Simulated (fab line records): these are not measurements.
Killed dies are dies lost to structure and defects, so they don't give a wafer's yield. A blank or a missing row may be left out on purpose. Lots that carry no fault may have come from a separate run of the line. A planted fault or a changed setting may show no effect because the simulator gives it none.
Which tool is to blame?    flow sky130    13 lots with 38 wafers sampled at 2 steps, on a route of 708 steps

WHAT EACH GAUGE READ, for each wafer
SKY_SD_N_CD_MEAS_07: the cd target is 380 nm.
lot   measured      on        cdNm (nm)
L196  day 29 04:17  cdSem-02  381.5 382.8 380.8
L197  day 29 04:51  cdSem-02  380.9 376.8 378.1
L199  day 30 07:05  cdSem-02  377.5 377.1 379.5
L198  day 30 07:22  cdSem-01  379.1 378.7 378.9
L201  day 30 10:21  cdSem-01  383.0 382.8 381.4
L203  day 31 12:29  cdSem-02  384.4 382.8
L205  day 31 21:41  cdSem-02  378.6 381.3 383.3
L211  day 33 08:05  cdSem-02  383.7 384.0 385.6
L212  day 33 13:37  cdSem-02  382.0 381.0 376.9
L214  day 34 02:45  cdSem-02  381.6 380.0 379.8
L216  day 34 13:34  cdSem-01  376.0 378.9 376.8
L217  day 35 01:42  cdSem-01  377.5 379.1 377.6
L219  day 35 09:30  cdSem-02  381.8 380.0 381.9

TOOL THAT RAN EACH LOT (tool first, then ch and the chambers of the sampled wafers, then the start)
lot   SKY_RES_XHIGH_STRIP_08
L196  plasmaAsher-04 ch 1, day 28 03:18
L197  plasmaAsher-03 ch 0,1, day 28 04:32
L199  plasmaAsher-04 ch 0,1, day 29 02:03
L198  plasmaAsher-03 ch 0,1, day 29 03:02
L201  plasmaAsher-02 ch 0,1, day 29 05:54
L203  plasmaAsher-04 ch 0,1, day 30 09:15
L205  plasmaAsher-04 ch 0,1, day 30 19:20
L211  plasmaAsher-04 ch 0,1, day 32 05:38
L212  plasmaAsher-03 ch 0,1, day 32 11:12
L214  plasmaAsher-03 ch 0,1, day 33 01:45
L216  plasmaAsher-04 ch 0,1, day 33 11:03
L217  plasmaAsher-03 ch 0, day 33 23:00
L219  plasmaAsher-03 ch 0,1, day 34 07:15
- SKY_RES_XHIGH_STRIP_08: strips in O2/N2.

AS READ BY THE TOOLS THEMSELVES (means over the sampled wafers that have a number; for cases with no such wafer, the mark the record gives instead)
SKY_RES_XHIGH_STRIP_08.
lot   tool            drypumpMotorCurrentA (A)  oesProductAu (a.u.)  stripTimeToEndpointS (s)
L196  plasmaAsher-04  6.0                       0.714                14.26
L197  plasmaAsher-03  6.0                       0.710                14.27
L199  plasmaAsher-04  5.7                       0.711                14.21
L198  plasmaAsher-03  6.0                       0.713                14.28
L201  plasmaAsher-02  5.5                       0.709                14.27
L203  plasmaAsher-04  5.6                       0.716                14.21
L205  plasmaAsher-04  5.5                       0.711                14.27
L211  plasmaAsher-04  5.5                       0.711                14.38
L212  plasmaAsher-03  5.9                       0.712                14.24
L214  plasmaAsher-03  5.8                       0.710                14.31
L216  plasmaAsher-04  5.5                       0.715                14.26
L217  plasmaAsher-03  6.1                       0.714                14.25
L219  plasmaAsher-03  6.0                       0.710                14.25

THE ANSWER, worked out from the rows above alone
Rule: usual is defined by the lots themselves. Put in order of their means at a reading, lots are off if they are a third of the lots or fewer, leave a main group of 4 or more, and stand apart from it by a gap of 3 or more times the standard deviation of the main group's means; of several such gaps the widest counts. If all means in a main group match to the digits the tables above print for the reading, that group is not used. A lot without any number at a reading at which 4 lots or more have one is off too. Any other lot the step has rows for is counted as sound. First the gauges in route order, then the tools' own readings, where a lot's mean is used as printed above. The first step at which some lot is off is used, and at that step the reading that is off furthest; a lot without a number counts as furthest.
Across all readings shown, no lot is off: no conclusion can be drawn from this.

WHAT THE SIMULATOR PUT IN
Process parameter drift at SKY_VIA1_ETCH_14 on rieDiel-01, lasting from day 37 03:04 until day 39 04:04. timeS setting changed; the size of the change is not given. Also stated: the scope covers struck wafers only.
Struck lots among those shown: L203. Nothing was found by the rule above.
